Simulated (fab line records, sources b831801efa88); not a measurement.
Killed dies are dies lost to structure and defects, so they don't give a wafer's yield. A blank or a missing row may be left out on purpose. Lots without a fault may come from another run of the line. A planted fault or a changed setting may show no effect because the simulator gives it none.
Chamber matching | flow gf180mcu | GF_V1_CVD_02 on pecvd-03: 3 sister chambers
The step deposits SiO2 from TEOS, target thk 850 nm, time 94.851 s. 3 wafers are shown with their chamber, then 9 later ones without.

WAFERS WITH THEIR CHAMBER
wafer  | chamber | heater_power_w (W)
L090.6 | 1       | 621
L091.1 | 0       | 603
L091.4 | 2       | 471

WAFERS WITHOUT THEIR CHAMBER
wafer  | heater_power_w (W)
L093.2 | 476
L093.3 | 578
L093.6 | 384
L096.4 | 467
L096.5 | 570
L096.6 | 731
L097.1 | 575
L097.3 | 760
L097.5 | 614

WHICH CHAMBER EACH WENT THROUGH
wafer  | from the rows above          | in truth
L093.2 | can't be placed: 2 or 0      | 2
L093.3 | can't be placed: 0 or 1 or 2 | 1
L093.6 | can't be placed: 2 or 0      | 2
L096.4 | can't be placed: 2 or 0      | 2
L096.5 | can't be placed: 0 or 1 or 2 | 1
L096.6 | can't be placed: 1 or 0      | 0
L097.1 | can't be placed: 0 or 1 or 2 | 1
L097.3 | can't be placed: 1 or 0      | 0
L097.5 | can't be placed: 1 or 0      | 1
Placed correctly: 0 of 9. Can't be placed from these rows: 9 (the true chamber is among the candidates in 9). Placed wrongly: 0.
How it was worked out, from the rows above alone: a wafer's distance from a chamber is the root of the sum, over the readings, of the square of ((its reading less the chamber's mean) divided by the reading's scatter). The wafer belongs to the nearest chamber; if the next one is less than 2 further off, it can't be placed. A chamber's mean is the mean of its shown wafers. The scatter: with one shown wafer a chamber, the root of the mean of the squares of how far each hidden wafer lies from its nearest shown one.
